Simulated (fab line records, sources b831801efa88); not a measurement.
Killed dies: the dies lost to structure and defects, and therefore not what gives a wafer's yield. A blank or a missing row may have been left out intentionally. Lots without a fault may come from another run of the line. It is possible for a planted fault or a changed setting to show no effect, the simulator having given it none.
A struck lot beside a sound one :: flow gf180mcu :: 41 steps out of a route of 602
Sound: the wafers L179.1, L179.4, L179.5. Struck: wafers L191.1, L191.2, L191.5. Last of all comes the cause.
Each step with rows lists, per side, the tool, then ch with its chambers, then its first start. Under that, the readings that differ: sound wafers :: struck wafers :: difference of the means :: sigmas: that difference in standard deviations of wafers without a fault.
alike: readings with means less than 2 such deviations apart, plus words and numbers identical on both sides. not compared: withheld readings, readings lacking a value on some wafer, bounds such as >300 that could conceal the same value, and numbers that have no deviation in the record and whose values overlap.
The two part at a step that has a row with sigmas, a row that says differs or no value, or rows on one side only. Non-overlapping numbers with no deviation appear without sigmas and do not part them. Lack of a reading on every wafer of one side parts them only where that side has two or more wafers.

GF_V4_RS_MEAS_24: measurement is done with a four-point probe.
  sound on film_metro-02 at day 24 19:44; struck on film_metro-04 at day 28 16:07
  alike: V4_W_RS
GF_V4_THK_MEAS_25: measures by xrf.
  sound on film_metro-02 at day 24 19:51; struck on film_metro-04 at day 28 16:14
  alike: V4_W_THK
then, 6 steps without rows for these wafers: GF_V4_CMP_26 (polishes, stops on SiO2, t overpolish 15 s, target thk 0 nm); GF_MIM_SPUTTER_00 (material Ti, target thk 37.5 nm, time 150 s); GF_MIM_SPUTTER_01 (material TiN, target thk 30 nm, time 25 s); GF_MIM_SPUTTER_02 (material AlCu, target thk 450 nm, time 23.9 s); GF_MIM_SPUTTER_03 (material Ti, target thk 10 nm, time 6.7 s); GF_MIM_SPUTTER_04 (material TiN, target thk 50 nm, time 41.7 s).
GF_MIM_CVD_05: deposits Si3N4, target thk 42 nm, time 29.086 s.
  sound on pecvd-03 ch 0,1, day 24 20:26; struck on pecvd-04 ch 1,2, day 28 16:49
  alike: heater_power_w, temp_max_c
  not compared: since_wet_clean_h
GF_MIM_THK_MEAS_06:
  sound on film_metro-03 at day 24 20:28; struck on film_metro-04 at day 28 16:51
  alike: MIM_CVD_05_THK
GF_MIM_SPUTTER_07: material TiN, target thk 60 nm, time 50 s.
  sound on pvd_sputter-03 at day 24 20:31; struck on pvd_sputter-03 at day 28 16:55
  alike: throttle_valve_pct
GF_MIM_SPUTTER_08: material AlCu, target thk 200 nm, time 10.6 s.
  sound on pvd_sputter-03 at day 24 20:34; struck on pvd_sputter-03 at day 28 16:57
  alike: throttle_valve_pct
GF_MIM_SPUTTER_09: material TiN, target thk 35 nm, time 29.2 s.
  sound on pvd_sputter-03 at day 24 20:35; struck on pvd_sputter-03 at day 28 16:59
reading: model.TiN_of_MIM_SPUTTER_09.thk_nm (nm)
sound: 35.19 34.95 34.98
struck: 34.05 33.91 33.7
difference: -1.15
sigmas: 
  alike: throttle_valve_pct
GF_MIM_RS_MEAS_10: measurement is done with a four-point probe.
  sound on film_metro-03 at day 24 20:37; struck on film_metro-04 at day 28 17:01
  alike: MIM_ALCU_RS
GF_MIM_THK_MEAS_11: measures by xrf.
  sound on film_metro-03 at day 24 20:44; struck on film_metro-04 at day 28 17:08
  alike: MIM_ALCU_THK
then, 7 steps without rows for these wafers: GF_MIM_DEHYDRATE_12 (time 60 s); GF_MIM_HMDS_13 (prime time 60 s); GF_MIM_COAT_14 (resist thk 1000 nm); GF_MIM_SOFTBAKE_15 (time 60 s); GF_MIM_EXPOSE_16 (exposes mask FuseTop, target cd 2000 nm); GF_MIM_PEB_17; GF_MIM_DEVELOP_18 (develop time 60 s).
GF_MIM_METAL_ETCH_19: etches the open film in Cl2/BCl3, stops on Si3N4, target depth 324.5 nm, time 54.1 s.
  sound on rie_metal-03 ch 0,1, day 25 17:49; struck on rie_metal-03 ch 0,1, day 29 12:32
  alike: bias_w, drypump_motor_current_A, oes_product_au, throttle_valve_pct
  not compared: rf_hours_counter_h
then, 10 steps without rows for these wafers: GF_MIM_STRIP_20 (strips in O2/N2); GF_MIM_STRIP_21 (strips in post etch residue remover, time 1218 s); GF_MIM_CLEAN_22 (cleans in DIW); GF_M5_DEHYDRATE_00 (time 60 s); GF_M5_HMDS_01 (prime time 60 s); GF_M5_COAT_02 (resist thk 1000 nm); GF_M5_SOFTBAKE_03 (time 60 s); GF_M5_EXPOSE_04 (exposes mask Metal5, target cd 280 nm); GF_M5_PEB_05 (peb time 90 s); GF_M5_DEVELOP_06 (develop time 60 s).
GF_M5_CD_MEAS_07: target cd 280 nm.
  sound on cd_sem-02 at day 26 14:54; struck on cd_sem-02 at day 30 07:41
  alike: cd_nm
GF_M5_OVL_MEAS_08:
  sound on overlay-02 at day 26 15:01; struck on overlay-01 at day 30 07:49
  alike: M5_OVL
GF_M5_ETCH_09: etches Si3N4 in CF4/O2, target depth 52 nm, time 11.6 s.
  sound on rie_diel-03 ch 0,2,3, day 26 15:04; struck on rie_diel-03 ch 0,3, day 30 07:51
  alike: bias_w, drypump_motor_current_A, oes_product_au, throttle_valve_pct
  not compared: rf_hours_counter_h
then, 2 steps without rows for these wafers: GF_M5_METAL_ETCH_10 (etches the open film in Cl2/BCl3, stops on SiO2, target depth 750.8 nm, time 125.1 s); GF_M5_STRIP_11 (strips in O2/N2).
GF_M5_STRIP_12: strips in post etch residue remover, time 1200 s.
  sound on wet_bench-02 ch 0, day 26 15:19; struck on wet_bench-04 ch 1, day 30 08:06
reading: model.TiN_of_MIM_SPUTTER_09.thk_nm (nm)
sound: 34.35 34.11 34.14
struck: 33.21 33.07 32.86
difference: -1.15
sigmas: 
then, 1 step without rows for these wafers: GF_M5_CLEAN_13 (cleans in DIW).
GF_PASSIVATION_PROBE_99:
  sound wafers here have rows in the record (prober-01, day 29 08:23); struck ones have none

WHERE THEY PART
GF_PASSIVATION_PROBE_99 only, going by this record.

WHY: the cause the simulator had injected
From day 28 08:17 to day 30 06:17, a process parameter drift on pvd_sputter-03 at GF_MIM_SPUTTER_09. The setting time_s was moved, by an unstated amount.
